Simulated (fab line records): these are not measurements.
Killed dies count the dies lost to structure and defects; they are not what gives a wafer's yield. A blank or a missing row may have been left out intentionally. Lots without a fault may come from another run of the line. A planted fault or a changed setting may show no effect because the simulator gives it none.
fab line records    flow sky130
record: lots: 13  wafers: 39  last_day: 50
route steps=708 shown VT_ADJUST_HVTP@95 GATE_OXIDE@202 LDD_LDN@301 LI_CONTACT@375 PAD_OPEN@708
lots that met no fault: taken from a fault-free run of the same line
start_h: hours from the record's first day to the start of the lot's first wafer shown    wait_h: how many hours have passed since the lot's step before this one    " the same as in the row above    L1.1+2: a row that stands for several wafers    - no value, or no start given    * or withheld: withheld    < > ~ a bound
route shown NAME@n: names a module that has steps shown in the file, with the first one's number in the route    usual: the fault-free wafers' mean and standard deviation    same: alike in all rows    chamber/n: place in a boat    sites: readings site by site    _std_site: the standard deviation of these    _edge_site: mean of outer sites minus mean of inner sites    radius_mm: how far each site lies from the wafer's centre    mask NAME#n: copy n    behind: the tool/chamber that last shaped the wafer    hold: why the lot went on hold/how many hours it stayed there/how the hold came to an end    device: transistor that didn't switch, given as n, p or np    end of line: at the end of the route, the tests of the same wafers    a step without rows: its recipe alone    killed: dies lost to structure and defects at the first sort, not the wafer's yield    map: a wafer's dies, x killed, . not, _ none there
set.NAME: the setting that was run; set.NAME@STEP: the one run at that earlier step    model.NAME: the simulator's own value behind a step, which no gauge read
a sample of lots followed through the steps of the route, with each step as a table and each wafer as a row
services: a tool's chamber out of use, with start hour (start_h, from the record's first day; less than 0 if before it), hours out, and reason
== steps ==
step: SKY_VT_ADJUST_HVTP_STRIP_10
recipe: chemistry: O2/N2  power_w: 1400  pressure_mtorr: 1500  platen_temp_c: withheld  o2_flow_sccm: 3000  n2_flow_sccm: 300  overash_fraction: 0.5
usual: drypump_motor_current_A: 5.6/0.62  oes_product_au: 0.716/0.0046  strip_time_to_endpoint_s: 14.17/0.037
lot.wafer  tool             chamber  start_h  wait_h  drypump_motor_current_A  oes_product_au  rf_hours_counter_h  strip_time_to_endpoint_s
L214.3     plasma_asher-01  1        142.32   0.1     5.6                      0.709           -                   14.13
L214.4     "                0        "        "       6.4                      0.710           -                   14.10
L214.5     "                0        "        "       6.4                      0.719           -                   14.11
L215.2     plasma_asher-03  0        142.81   0.1     4.9                      0.725           2                   14.18
L215.3     "                1        "        "       6.3                      0.722           -                   14.17
L215.5     "                0        "        "       4.9                      0.709           -                   14.16
L216.4     plasma_asher-01  0        150.74   0.1     6.4                      0.713           -                   14.19
L216.5     "                1        "        "       5.6                      0.711           -                   14.24
L216.6     "                0        "        "       6.4                      0.712           -                   14.19
L218.2     plasma_asher-02  1        157.19   0.1     5.4                      0.720           49                  14.19
L218.3     "                1        "        "       5.4                      0.715           -                   14.18
L218.4     "                0        "        "       4.9                      0.721           -                   14.23
L219.1     plasma_asher-02  1        157.84   0.1     5.4                      0.716           49                  14.21
L219.3     "                0        "        "       5.0                      0.717           -                   14.17
L219.6     "                1        "        "       5.4                      0.716           -                   14.14
L222.1     plasma_asher-03  0        179.69   0.1     4.9                      0.713           6                   14.22
L222.5     "                1        "        "       6.3                      0.714           -                   14.21
L222.6     "                0        "        "       4.9                      0.718           -                   14.22
L223.2     plasma_asher-01  1        186.24   0.1     5.6                      0.718           49                  14.18
L223.3     "                0        "        "       6.4                      0.713           -                   14.20
L223.5     "                0        "        "       6.4                      0.714           -                   14.19
L224.3     plasma_asher-03  1        188.14   0.1     6.3                      0.714           -                   14.17
L224.4     "                0        "        "       4.9                      0.713           -                   14.17
L224.6     "                1        "        "       6.3                      0.714           -                   14.15
L226.1     plasma_asher-03  0        196.94   0.1     4.9                      0.721           8                   14.18
L226.4     "                1        "        "       6.3                      0.709           -                   14.17
L226.5     "                1        "        "       6.3                      0.715           -                   14.19
L227.2     plasma_asher-03  0        202.84   0.1     4.9                      0.716           8                   14.20
L227.3     "                1        "        "       6.3                      0.705           -                   14.17
L227.4     "                0        "        "       4.9                      0.722           -                   14.24
L230.1     plasma_asher-02  1        227.01   0.1     5.4                      0.712           54                  14.18
L230.3     "                1        "        "       5.4                      0.710           -                   14.18
L230.6     "                0        "        "       4.9                      0.722           -                   14.15
L231.1     plasma_asher-03  0        228.14   0.1     4.9                      0.717           11                  14.24
L231.3     "                1        "        "       6.3                      0.716           -                   14.23
L231.6     "                0        "        "       4.9                      0.715           -                   14.21
L237.1     plasma_asher-03  0        269.39   0.1     4.9                      0.716           15                  14.21
L237.3     "                0        "        "       4.9                      0.716           -                   14.16
L237.5     "                1        "        "       6.3                      0.708           -                   14.21
step: SKY_GATE_OXIDE_CLEAN_15
recipe: chemistry: SC1/SC2  mix: 1:4:20  temp_c: 70  time_s: 150  dry: n2_spin
usual: run_length_s: 177/3.4
lot.wafer  tool          chamber  start_h  wait_h  run_length_s
L214.3     wet_bench-03  1        330.77   0.0     183
L214.4     "             1        "        "       183
L214.5     "             1        "        "       183
L215.2     wet_bench-03  0        335.70   0.0     175
L215.3     "             0        "        "       175
L215.5     "             0        "        "       175
L216.4     wet_bench-03  1        346.37   0.0     182
L216.5     "             1        "        "       182
L216.6     "             1        "        "       182
L218.2     wet_bench-03  2        351.50   0.0     182
L218.3     "             2        "        "       182
L218.4     "             2        "        "       182
L219.1     wet_bench-01  0        353.75   0.2     174
L219.3     "             0        "        "       174
L219.6     "             0        "        "       174
L222.1     wet_bench-03  2        386.95   0.1     174
L222.5     "             2        "        "       174
L222.6     "             2        "        "       174
L223.2     wet_bench-04  1        392.48   0.0     176
L223.3     "             1        "        "       176
L223.5     "             1        "        "       176
L224.3     wet_bench-03  2        395.73   0.0     176
L224.4     "             2        "        "       176
L224.6     "             2        "        "       176
L226.1     wet_bench-03  2        409.46   0.1     175
L226.4     "             2        "        "       175
L226.5     "             2        "        "       175
L227.2     wet_bench-04  0        418.93   0.0     177
L227.3     "             0        "        "       177
L227.4     "             0        "        "       177
L231.1     wet_bench-03  3        454.16   0.1     42
L231.3     "             3        "        "       42
L231.6     "             3        "        "       42
L230.1     wet_bench-01  0        454.60   0.1     174
L230.3     "             0        "        "       174
L230.6     "             0        "        "       174
L237.1     wet_bench-01  3        506.13   0.1     176
L237.3     "             3        "        "       176
L237.5     "             3        "        "       176
step: SKY_LDD_LDN_STRIP_12
recipe: chemistry: O2/N2  power_w: 1400  pressure_mtorr: 1500  platen_temp_c: withheld  o2_flow_sccm: 3000  n2_flow_sccm: 300  overash_fraction: 0.5
usual: drypump_motor_current_A: 5.8/0.51  oes_product_au: 0.716/0.004  strip_time_to_endpoint_s: 14.17/0.044
lot.wafer  tool             chamber  start_h  wait_h  drypump_motor_current_A  oes_product_au  rf_hours_counter_h  strip_time_to_endpoint_s
L214.3     plasma_asher-04  0        547.77   0.1     5.7                      0.709           -                   14.18
L214.4     "                1        "        "       5.9                      0.718           -                   14.16
L214.5     "                0        "        "       5.8                      0.723           -                   14.23
L215.2     plasma_asher-03  0        553.71   0.1     4.9                      0.714           44                  14.18
L215.3     "                1        "        "       6.3                      0.712           -                   14.16
L215.5     "                1        "        "       6.3                      0.718           -                   14.15
L216.4     plasma_asher-01  0        568.25   0.1     6.4                      0.716           -                   14.17
L216.5     "                0        "        "       6.4                      0.717           -                   14.21
L216.6     "                1        "        "       5.6                      0.716           -                   14.17
L218.2     plasma_asher-04  0        576.39   0.1     5.8                      0.714           75                  14.25
L218.3     "                1        "        "       6.0                      0.721           -                   14.23
L218.4     "                0        "        "       5.8                      0.710           -                   14.21
L219.1     plasma_asher-01  0        578.30   0.1     6.4                      0.723           88                  14.18
L219.3     "                1        "        "       5.6                      0.711           -                   14.27
L219.6     "                1        "        "       5.6                      0.710           -                   14.24
L222.1     plasma_asher-04  0        608.70   0.1     5.7                      0.716           78                  14.19
L222.5     "                1        "        "       6.0                      0.719           -                   14.18
L222.6     "                0        "        "       5.7                      0.723           -                   14.23
L223.2     plasma_asher-04  1        615.26   0.1     6.0                      0.710           79                  14.16
L223.3     "                0        "        "       5.7                      0.711           -                   14.14
L223.5     "                0        "        "       5.7                      0.719           -                   14.11
L224.3     plasma_asher-01  1        620.08   0.1     5.6                      0.712           -                   14.20
L224.4     "                0        "        "       6.4                      0.716           -                   14.18
L224.6     "                1        "        "       5.6                      0.720           -                   14.23
L226.1     plasma_asher-03  0        628.55   0.1     4.9                      0.717           51                  14.24
L226.4     "                1        "        "       6.3                      0.711           -                   14.27
L226.5     "                1        "        "       6.3                      0.711           -                   14.25
L227.2     plasma_asher-04  0        641.39   0.1     5.7                      0.715           82                  14.10
L227.3     "                0        "        "       5.7                      0.721           -                   14.12
L227.4     "                1        "        "       6.0                      0.720           -                   14.13
L231.1     plasma_asher-03  1        669.09   0.1     6.4                      0.714           53                  14.14
L231.3     "                0        "        "       4.9                      0.719           -                   14.18
L231.6     "                0        "        "       4.9                      0.719           -                   14.18
L230.1     plasma_asher-03  0        670.56   0.1     4.9                      0.718           53                  14.12
L230.3     "                1        "        "       6.3                      0.709           -                   14.17
L230.6     "                1        "        "       6.3                      0.724           -                   14.11
L237.1     plasma_asher-04  0        716.35   0.1     5.8                      0.715           90                  14.09
L237.3     "                0        "        "       5.8                      0.716           -                   14.16
L237.5     "                1        "        "       6.0                      0.714           -                   14.14
step: SKY_LI_CONTACT_OVL_MEAS_13
usual: LI_CONTACT_OVL: 0/7
lot.wafer  tool        chamber  start_h  wait_h  LI_CONTACT_OVL[nm]
L214.3     overlay-01  -        695.80   0.1     1
L214.4     "           -        "        "       -4
L214.5     "           -        "        "       -8
L215.2     overlay-02  -        701.48   0.1     4
L215.3     "           -        "        "       8
L215.5     "           -        "        "       -6
L216.4     overlay-02  -        715.55   0.1     0
L216.5     "           -        "        "       -9
L216.6     "           -        "        "       -6
L218.2     overlay-01  -        721.93   0.1     7
L218.3     "           -        "        "       9
L218.4     "           -        "        "       4
L219.1     overlay-01  -        724.07   0.1     2
L219.3     "           -        "        "       -1
L219.6     "           -        "        "       4
L222.1     overlay-01  -        753.37   0.1     6
L222.5     "           -        "        "       6
L222.6     "           -        "        "       -2
L223.2     overlay-01  -        758.38   0.1     1
L223.3     "           -        "        "       -2
L223.5     "           -        "        "       -2
L224.3     overlay-02  -        762.89   0.1     6
L224.4     "           -        "        "       20
L224.6     "           -        "        "       6
L226.1     overlay-02  -        771.57   0.1     3
L226.4     "           -        "        "       -3
L226.5     "           -        "        "       9
L227.2     overlay-02  -        791.13   0.1     -3
L227.3     "           -        "        "       8
L227.4     "           -        "        "       8
L231.1     overlay-02  -        808.51   0.1     4
L231.3     "           -        "        "       7
L231.6     "           -        "        "       -1
L230.1     overlay-01  -        811.27   0.1     3
L230.3     "           -        "        "       1
L230.6     "           -        "        "       13
L237.1     overlay-02  -        854.32   0.1     5
L237.3     "           -        "        "       0
L237.5     "           -        "        "       6
step: SKY_PAD_OPEN_PROBE_99
usual: killed_at_M0_to_M3: 43/7  killed_at_M4_up: 3.1/1.9  killed_at_contacts: 25/6.1  killed_at_front_end: 15/4.5  killed_at_other: 0.3/0.55  killed_dies: 87/8.9  killed_open: 47/6.4  killed_short: 40/6.6
same: gross_dies: 492  killed_at_back_side: 0
lot.wafer  tool       chamber  start_h  wait_h  killed_at_M0_to_M3  killed_at_M4_up  killed_at_contacts  killed_at_front_end  killed_at_other  killed_dies  killed_open  killed_short
L224.3     prober-02  -        1141.57  0.2     31                  5                48                  15                   0                99           57           41
L224.4     prober-02  -        1141.62  0.2     36                  1                25                  13                   1                76           48           27
L224.6     prober-02  -        1141.72  0.2     32                  2                25                  21                   0                80           48           32
L231.1     prober-02  -        1172.57  0.1     40                  5                25                  19                   0                89           46           38
L231.3     prober-02  -        1172.67  0.2     37                  0                22                  14                   1                74           43           30
L231.6     prober-02  -        1172.82  0.2     41                  1                25                  22                   0                89           56           33
killed by level:class
L224.3 CONTACT:geometric_particle:open=19 LI_CONTACT:geometric_particle:open=14 VIA2:geometric_particle:open=7 VIA1:geometric_particle:open=6 LI_CONTACT:geometric_particle:short=6 CONTACT:geometric_particle:short=6 FIELD_ISO:geometric_particle:short=4 POLY_GATE:geometric_particle:short=4
L224.4 VIA1:geometric_particle:open=10 LI_CONTACT:geometric_particle:open=9 CONTACT:geometric_particle:open=8 METAL1:geometric_particle:short=7 POLY_GATE:geometric_particle:short=5 VIA2:geometric_particle:open=5 CONTACT:geometric_particle:short=4 VIA3:geometric_particle:open=4
L224.6 VIA1:geometric_particle:open=10 CONTACT:geometric_particle:open=9 FIELD_ISO:geometric_particle:short=8 VIA3:geometric_particle:open=8 LI_CONTACT:geometric_particle:open=7 CONTACT:geometric_particle:short=4 FIELD_ISO:geometric_particle:open=3 VIA2:geometric_particle:short=3
L231.1 VIA3:geometric_particle:open=11 METAL1:geometric_particle:short=8 LI_CONTACT:geometric_particle:open=7 LOCAL_INTERCONNECT:geometric_particle:short=7 FIELD_ISO:geometric_particle:open=6 CONTACT:geometric_particle:open=6 POLY_GATE:geometric_particle:short=5 VIA2:geometric_particle:short=5
L231.3 VIA2:geometric_particle:open=8 LI_CONTACT:geometric_particle:open=8 VIA3:geometric_particle:open=7 CONTACT:geometric_particle:open=6 VIA1:geometric_particle:open=6 METAL1:geometric_particle:short=5 POLY_GATE:geometric_particle:short=5 VIA3:geometric_particle:short=4
L231.6 CONTACT:geometric_particle:open=11 VIA3:geometric_particle:open=9 POLY_GATE:geometric_particle:open=8 VIA1:geometric_particle:open=8 LI_CONTACT:geometric_particle:open=6 VIA2:geometric_particle:open=6 FIELD_ISO:geometric_particle:open=5 LOCAL_INTERCONNECT:geometric_particle:short=5
== services ==
tool             chamber  start_h  hours  kind
plasma_asher-02  -        153.70   0.9    repair
wet_bench-03     -        180.93   7.9    repair
plasma_asher-02  -        184.78   1.8    repair
plasma_asher-02  -        201.39   14.6   pm
wet_bench-04     -        204.77   1.2    repair
plasma_asher-04  -        284.46   0.4    repair
plasma_asher-03  -        290.08   3.9    repair
plasma_asher-02  -        320.47   2.8    pm
plasma_asher-04  -        321.77   2.8    pm
wet_bench-03     -        388.21   2.7    repair
plasma_asher-02  -        421.25   9.0    pm
plasma_asher-02  0        421.25   9.0    vent_cycle
plasma_asher-02  1        421.25   9.0    vent_cycle
plasma_asher-02  0        430.25   -      clean
plasma_asher-02  1        430.25   -      clean
wet_bench-04     -        433.04   4.2    repair
plasma_asher-02  -        436.40   1.2    repair
plasma_asher-02  -        498.19   2.2    repair
wet_bench-03     -        549.09   1.6    repair
plasma_asher-03  -        585.74   2.3    repair
plasma_asher-02  -        592.44   2.4    repair
plasma_asher-03  -        631.27   15.2   pm
wet_bench-03     -        693.74   1.4    repair
== key ==
first_sign: step: SKY_GATE_OXIDE_CLEAN_15  reading: run_length_s  direction: down  sigmas: 40  usual: *  struck: *
effect none on later readings
met_at SKY_GATE_OXIDE_CLEAN_15
struck_lots L231
struck_wafers L231.1,L231.3,L231.6
tester_left_out L231
not_acting_at SKY_VT_ADJUST_HVTP_STRIP_10,SKY_LDD_LDN_STRIP_12,SKY_LI_CONTACT_OVL_MEAS_13
fault: kind: process_parameter_drift  tool: wet_bench-03  chamber: 3  onset_h: 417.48  steps: SKY_GATE_OXIDE_CLEAN_15  channel: time_s  offset: *  shape: step  end_h: 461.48  acts_in: *  stated: *
tester_left_out: of these lots the tester's yield and bins aren't shown, on N5 and GAA mostly nor the transistor test; their killed dies are dies lost to structure and defects alone, not to doping, threshold or leakage, so they don't give the yield
